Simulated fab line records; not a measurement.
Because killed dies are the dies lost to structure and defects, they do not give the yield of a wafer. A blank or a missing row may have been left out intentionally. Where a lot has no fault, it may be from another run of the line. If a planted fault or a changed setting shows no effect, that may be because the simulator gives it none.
fab line records    flow gf180mcu
record: lots: 14  wafers: 42  last-day: 34
route steps=602 shown M5@534 V5@553
lots untouched by any fault: they come from a run of this same line in which no faults occurred
start-h: the number of hours between the record's first day and the start of the first shown wafer of the lot    wait-h: time in hours since the lot's previous step    " identical to the entry in the row above    L1.1+2: one row covering several wafers at once    - either no value or no given start    * or withheld: withheld    < > ~ a bound
route shown NAME@n: NAME is a module with steps in the file, n the number in the route of the first one    usual: mean and standard deviation over wafers with no fault    same: alike in all rows    chamber/n: place in a boat    sites: the reading at each site    _std_site: the standard deviation of these    _edge_site: inner sites' mean taken away from outer sites' mean    radius-mm: for every site, how far away it sits from the centre of the wafer    mask NAME#n: copy n    behind: the tool/chamber that last shaped the wafer    hold: reason for holding the lot/hours on hold/outcome of the hold    device: names the non-switching transistor (n, p or np)    end of line: at the end of the route, the tests of the same wafers    where a step has no rows: the recipe by itself    killed: the dies lost at the first sort to structure and to defects; this is not the yield of the wafer    map: a wafer's dies, x killed, . not, _ none there
set.NAME: setting as actually run; set.NAME@STEP: the setting as run at that earlier step    model.NAME: the simulator's own value behind a step, which no gauge read
steps of the route over a sample of lots; a table a step, a row a wafer
services: a tool's chamber out of use, with start hour (start-h, from the record's first day; less than 0 if before it), hours out, and reason
== steps ==
step: GF_M5_OVL_MEAS_08
usual: M5_OVL: 3/5.8
lot.wafer  tool        chamber  start-h  wait-h  M5_OVL[nm]
L825.2     overlay-01  -        614.96   0.1     17
L825.3     "           -        "        "       19
L825.6     "           -        "        "       15
L829.1     overlay-01  -        648.61   0.1     5
L829.2     "           -        "        "       4
L829.3     "           -        "        "       1
L830.1     overlay-01  -        650.96   0.1     1
L830.2     "           -        "        "       1
L830.3     "           -        "        "       9
L831.1     overlay-01  -        659.94   0.1     5
L831.2     "           -        "        "       8
L831.4     "           -        "        "       10
L832.1     overlay-01  -        668.31   0.1     -7
L832.3     "           -        "        "       -9
L832.6     "           -        "        "       -10
L833.2     overlay-02  -        677.24   0.1     1
L833.5     "           -        "        "       -2
L833.6     "           -        "        "       -1
L836.1     overlay-01  -        696.00   0.1     6
L836.2     "           -        "        "       2
L836.3     "           -        "        "       5
L841.3     overlay-02  -        733.85   0.1     6
L841.4     "           -        "        "       5
L841.5     "           -        "        "       3
L842.2     overlay-01  -        741.89   0.1     8
L842.3     "           -        "        "       -6
L842.4     "           -        "        "       6
L843.1     overlay-01  -        745.46   0.1     1
L843.3     "           -        "        "       -1
L843.5     "           -        "        "       -4
L844.1     overlay-02  -        754.25   0.1     -1
L844.4     "           -        "        "       0
L844.5     "           -        "        "       -2
L845.4     overlay-01  -        754.97   0.1     10
L845.5     "           -        "        "       4
L845.6     "           -        "        "       1
L846.4     overlay-02  -        757.72   0.1     9
L846.5     "           -        "        "       11
L846.6     "           -        "        "       9
L847.1     overlay-02  -        760.75   0.1     -6
L847.4     "           -        "        "       3
L847.5     "           -        "        "       1
step: GF_V5_DEVELOP_13
recipe: develop-time-s: 60  resist: KrF  dev-temp-c: 21
usual: chill-plate-temp-C: 23.00/0.1  develop-time-s: 60/0  exhaust-pa: 45.1/0.85
lot.wafer  tool            chamber  start-h  wait-h  chill-plate-temp-C  develop-time-s  exhaust-pa
L825.2     litho-track-01  0        636.21   0.2     23.11               60              44.3
L825.3     "               0        "        "       23.15               60              44.9
L825.6     "               0        "        "       23.17               60              45.3
L829.1     litho-track-02  0        669.10   0.2     23.09               60              45.1
L829.2     "               0        "        "       23.06               60              44.5
L829.3     "               0        "        "       23.03               60              45.0
L830.1     litho-track-02  0        671.40   0.2     22.97               60              46.5
L830.2     "               0        "        "       23.05               60              45.8
L830.3     "               0        "        "       22.98               60              44.3
L831.1     litho-track-03  0        680.12   0.2     22.98               60              45.3
L831.2     "               0        "        "       23.04               60              45.7
L831.4     "               0        "        "       23.00               60              44.8
L832.1     litho-track-01  0        688.69   0.2     22.99               60              45.5
L832.3     "               0        "        "       22.90               60              43.8
L832.6     "               0        "        "       22.97               60              45.1
L833.2     litho-track-01  0        696.91   0.2     22.84               60              44.5
L833.5     "               0        "        "       22.91               60              43.7
L833.6     "               0        "        "       22.90               60              44.5
L836.1     litho-track-02  0        716.15   0.2     22.84               60              44.3
L836.2     "               0        "        "       22.95               60              44.1
L836.3     "               0        "        "       23.06               60              44.2
L841.3     litho-track-01  -        751.94   0.1     -                   -               -
L841.4     "               -        "        "       -                   -               -
L841.5     "               -        "        "       -                   -               -
L842.2     litho-track-01  -        759.36   0.2     -                   -               -
L842.3     "               -        "        "       -                   -               -
L842.4     "               -        "        "       -                   -               -
L843.1     litho-track-01  0        762.89   0.2     23.26               60              45.6
L843.3     "               0        "        "       23.09               60              44.6
L843.5     "               0        "        "       23.14               60              45.0
L844.1     litho-track-01  0        772.09   0.2     22.98               60              45.8
L844.4     "               0        "        "       22.89               60              46.0
L844.5     "               0        "        "       23.00               60              47.0
L845.4     litho-track-03  0        772.74   0.1     23.23               60              43.4
L845.5     "               0        "        "       23.02               60              44.7
L845.6     "               0        "        "       23.03               60              44.0
L846.4     litho-track-02  0        774.62   0.1     23.22               60              45.4
L846.5     "               0        "        "       23.13               60              45.5
L846.6     "               0        "        "       22.95               60              45.1
L847.1     litho-track-01  0        778.24   0.2     23.01               60              44.1
L847.4     "               0        "        "       22.99               60              43.8
L847.5     "               0        "        "       22.90               60              44.1
step: GF_V5_STRIP_18
recipe: chemistry: O2/N2  power-w: 1400  pressure-mtorr: 1500  platen-temp-c: 250  o2-flow-sccm: 3000  n2-flow-sccm: 300  overash-fraction: 0.5
usual: drypump-motor-current-A: 5.6/0.6  heater-power-w: 326/30  oes-product-au: 0.568/0.0045
lot.wafer  tool             chamber  start-h  wait-h  drypump-motor-current-A  heater-power-w  oes-product-au  rf-hours-counter-h
L825.2     plasma-asher-04  1        636.65   -       5.4                      351             0.564           21
L825.3     "                1        "        "       5.4                      352             0.571           -
L825.6     "                0        "        "       6.7                      292             0.561           -
L829.1     plasma-asher-04  0        669.56   -       6.7                      294             0.560           25
L829.2     "                1        "        "       5.4                      351             0.566           25
L829.3     "                1        "        "       5.4                      344             0.574           -
L830.1     plasma-asher-01  0        671.86   -       4.9                      364             0.568           87
L830.2     "                1        "        "       5.8                      329             0.564           87
L830.3     "                1        "        "       5.8                      331             0.572           -
L831.1     plasma-asher-03  1        680.57   -       6.1                      357             0.563           110
L831.2     "                0        "        "       5.2                      286             0.568           110
L831.4     "                1        "        "       6.2                      348             0.562           -
L832.1     plasma-asher-01  1        689.15   -       5.8                      333             0.570           88
L832.3     "                1        "        "       5.8                      325             0.564           -
L832.6     "                1        "        "       5.8                      330             0.572           -
L833.2     plasma-asher-01  1        697.35   -       5.8                      328             0.564           89
L833.5     "                1        "        "       5.8                      325             0.570           -
L833.6     "                0        "        "       4.9                      373             0.565           -
L836.1     plasma-asher-03  0        716.67   -       5.1                      287             0.578           113
L836.2     "                1        "        "       6.2                      358             0.571           113
L836.3     "                1        "        "       6.2                      347             0.569           -
L841.3     plasma-asher-03  0        752.38   -       5.1                      285             0.575           -
L841.4     "                1        "        "       6.2                      325             0.573           -
L841.5     "                0        "        "       5.1                      290             0.574           -
L842.2     plasma-asher-03  0        759.80   -       5.2                      285             0.576           2
L842.3     "                1        "        "       6.2                      319             0.570           -
L842.4     "                0        "        "       5.1                      282             0.574           -
L843.1     plasma-asher-03  0        763.35   -       5.2                      277             0.577           2
L843.3     "                0        "        "       5.1                      283             0.568           -
L843.5     "                0        "        "       5.1                      282             0.570           -
L844.1     plasma-asher-04  0        772.55   -       6.7                      294             0.573           35
L844.4     "                1        "        "       5.4                      341             0.571           -
L844.5     "                0        "        "       6.7                      286             0.567           -
L845.4     plasma-asher-04  1        773.16   -       5.4                      339             0.576           -
L845.5     "                1        "        "       5.4                      348             0.571           -
L845.6     "                0        "        "       6.7                      295             0.573           -
L846.4     plasma-asher-01  0        775.04   -       4.9                      363             0.568           -
L846.5     "                0        "        "       4.9                      357             0.574           -
L846.6     "                1        "        "       5.8                      332             0.576           -
L847.1     plasma-asher-03  0        778.70   -       5.1                      280             0.558           4
L847.4     "                0        "        "       5.1                      277             0.573           -
L847.5     "                0        "        "       5.1                      285             0.562           -
step: GF_V5_CVD_23
recipe: material: W  target-thk-nm: 350  time-s: 104.9  temp-c: 400  pressure-torr: 40
usual: heater-power-w: 871/91
lot.wafer  tool      chamber  start-h  wait-h  heater-power-w
L825.2     cvd-w-02  0        638.31   0.0     973
L825.3     "         1        "        "       857
L825.6     "         1        "        "       884
L829.1     cvd-w-01  1        670.19   0.0     721
L829.2     "         0        "        "       870
L829.3     "         0        "        "       895
L830.1     cvd-w-02  0        672.49   0.0     966
L830.2     "         1        "        "       850
L830.3     "         1        "        "       889
L831.1     cvd-w-02  0        681.21   0.0     977
L831.2     "         1        "        "       870
L831.4     "         0        "        "       954
L832.1     cvd-w-01  1        689.78   0.0     708
L832.3     "         1        "        "       722
L832.6     "         1        "        "       720
L833.2     cvd-w-02  1        697.98   0.0     849
L833.5     "         0        "        "       991
L833.6     "         1        "        "       879
L836.1     cvd-w-02  1        717.30   0.0     865
L836.2     "         0        "        "       983
L836.3     "         1        "        "       877
L841.3     cvd-w-01  1        753.02   0.1     733
L841.4     "         0        "        "       898
L841.5     "         1        "        "       735
L842.2     cvd-w-01  0        760.45   0.0     915
L842.3     "         0        "        "       903
L842.4     "         1        "        "       708
L843.1     cvd-w-01  1        764.02   0.0     744
L843.3     "         1        "        "       716
L843.5     "         1        "        "       721
L844.1     cvd-w-02  0        773.22   0.0     985
L844.4     "         0        "        "       976
L844.5     "         1        "        "       904
L845.4     cvd-w-02  1        773.86   0.1     861
L845.5     "         1        "        "       874
L845.6     "         0        "        "       979
L846.4     cvd-w-01  1        775.93   0.1     737
L846.5     "         1        "        "       711
L846.6     "         0        "        "       898
L847.1     cvd-w-01  1        779.34   0.0     723
L847.4     "         1        "        "       732
L847.5     "         1        "        "       700
== services ==
tool             chamber  start-h  hours  kind
cvd-w-01         -        647.93   2.8    pm
cvd-w-01         -        651.03   0.9    repair
plasma-asher-03  -        652.37   0.5    repair
cvd-w-01         -        652.56   0.5    repair
cvd-w-02         -        686.16   2.2    repair
plasma-asher-03  -        733.75   9.0    pm
plasma-asher-03  0        733.75   9.0    vent-cycle
plasma-asher-03  1        733.75   9.0    vent-cycle
plasma-asher-03  0        742.75   -      clean
plasma-asher-03  1        742.75   -      clean
plasma-asher-04  -        753.52   5.2    repair
== key ==
first-sign: step: GF_V5_DEVELOP_13  reading: tool-record  direction: missing
effect none on later readings
met-at GF_V5_DEVELOP_13
struck-lots L841,L842
later-rows-left-out L841.3,L841.4,L841.5,L842.2,L842.3,L842.4
sort-left-out L841.3,L841.4,L841.5,L842.2,L842.3,L842.4
not-acting-at GF_M5_OVL_MEAS_08,GF_V5_STRIP_18,GF_V5_CVD_23
onset-between 696.91 751.94
fault: kind: skipped-step-whole  tool: litho-track-01  chamber: -  onset-h: 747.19  steps: GF_V5_DEVELOP_13  scope: struck-lots-only
sort-left-out: the simulated sort isn't trusted on such a fault, so these wafers' sort isn't shown, and their yield isn't known
later-rows-left-out: the simulator's readings of these wafers behind a module that went badly wrong aren't trusted and aren't shown, but for the sort
